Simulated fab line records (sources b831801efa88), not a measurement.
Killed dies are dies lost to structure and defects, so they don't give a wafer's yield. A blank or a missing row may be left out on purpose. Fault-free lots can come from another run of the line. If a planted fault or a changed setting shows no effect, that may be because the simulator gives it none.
Check for tools in common + flow sky130 + Lots sampled 11, wafers sampled 33

== REASON IT WAS OPENED ==
Of 11 lots, 2 have the reading VT_ADJUST_HVTR_OVL flagged at SKY_VT_ADJUST_HVTR_OVL_MEAS_08. Fault-free wafers read -0.8 nm, with a standard deviation of 1.4.
Rule: flag the lot when none of its wafers has a number, or when each of its wafers that has one lies beyond 4 standard deviations from that mean. The rest of the lots are taken to be sound.

| lot  | measured     | on         | VT_ADJUST_HVTR_OVL (nm), wafer by wafer | flag    |
|------|--------------|------------|-----------------------------------------|---------|
| L407 | day 9 15:31  | overlay-02 | -2.8 -0.6 -2.5                          |         |
| L408 | day 10 01:37 | overlay-01 | 2.6 1.3 2.6                             |         |
| L409 | day 10 08:00 | overlay-01 | -1.5 0.5 -1.4                           |         |
| L414 | day 11 16:03 | overlay-01 | -1.2 -0.5 0.8                           |         |
| L415 | day 12 00:32 | overlay-02 | -109.8 -110.4 -108.2                    | FLAGGED |
| L417 | day 12 12:03 | overlay-01 | -108.0 -106.6 -106.3                    | FLAGGED |
| L419 | day 13 05:17 | overlay-01 | 1.1 0.7 1.1                             |         |
| L423 | day 14 16:49 | overlay-01 | -1.7 -4.1 -4.6                          |         |
| L426 | day 15 10:02 | overlay-01 | -0.9 -1.3 -1.5                          |         |
| L428 | day 16 09:16 | overlay-02 | -1.8 -1.6 -2.5                          |         |
| L429 | day 16 22:06 | overlay-01 | 0.1 1.6 0.9                             |         |
The numbers of the flagged lots are -108.2 nm on average: -107.4 nm against the usual, or -77 standard deviations.

== EACH LOT AND THE TOOL IT RAN ON ==
The record holds 1 process step before the reading, out of a route of 708 steps. Cell contents, in order: the tool; ch with the chambers the sampled wafers went through; the start.
| lot  | flag    | SKY_VT_ADJUST_HVTR_EXPOSE_04        |
|------|---------|-------------------------------------|
| L407 |         | iline-stepper-02 ch 0, day 9 04:05  |
| L408 |         | iline-stepper-01 ch 0, day 9 14:52  |
| L409 |         | iline-stepper-01 ch 0, day 9 21:23  |
| L414 |         | iline-stepper-02 ch 0, day 11 03:46 |
| L415 | FLAGGED | iline-stepper-02 ch 0, day 11 12:29 |
| L417 | FLAGGED | iline-stepper-02 ch 0, day 12 00:25 |
| L419 |         | iline-stepper-01 ch 0, day 12 17:09 |
| L423 |         | iline-stepper-01 ch 0, day 14 04:17 |
| L426 |         | iline-stepper-01 ch 0, day 14 20:33 |
| L428 |         | iline-stepper-01 ch 0, day 15 19:16 |
| L429 |         | iline-stepper-01 ch 0, day 16 08:15 |
What is done by these steps:
- SKY_VT_ADJUST_HVTR_EXPOSE_04: exposes mask HVTRM, target cd 380 nm.
- SKY_VT_ADJUST_HVTR_OVL_MEAS_08

== FLAGGED OVER TOTAL, TOOL BY TOOL (the gauges that took the reading come last) ==
| step                           | tool             | lots run | flagged | share of the flagged lots | sound lots run after its first flagged lot |
|--------------------------------|------------------|----------|---------|---------------------------|--------------------------------------------|
| SKY_VT_ADJUST_HVTR_EXPOSE_04   | iline-stepper-01 | 7        | 0       | none                      | -                                          |
| SKY_VT_ADJUST_HVTR_EXPOSE_04   | iline-stepper-02 | 4        | 2       | all                       | 0                                          |
| SKY_VT_ADJUST_HVTR_OVL_MEAS_08 | overlay-01       | 8        | 1       | some                      | 4 (L419,L423,L426,L429)                    |
| SKY_VT_ADJUST_HVTR_OVL_MEAS_08 | overlay-02       | 3        | 1       | some                      | 1 (L428)                                   |

== WHAT THE TABLE PERMITS ==
In the table, 1 row covers all flagged lots: iline-stepper-02 at SKY_VT_ADJUST_HVTR_EXPOSE_04.
- iline-stepper-02 at SKY_VT_ADJUST_HVTR_EXPOSE_04: 2 of its 4 lots flagged. A fault beginning between L414 (day 11 03:46), its last sound lot, and L415 (day 11 12:29), its first flagged one, fits the data.
Left over: one tool, iline-stepper-02 at SKY_VT_ADJUST_HVTR_EXPOSE_04.

== WHAT WAS PUT IN BY THE SIMULATOR ==
Scanner matching overlay: iline-stepper-02, from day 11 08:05 on, at SKY_VT_ADJUST_HVTR_EXPOSE_04. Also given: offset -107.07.
Shown lots that were struck: L415, L417. Same finding as the rule above.
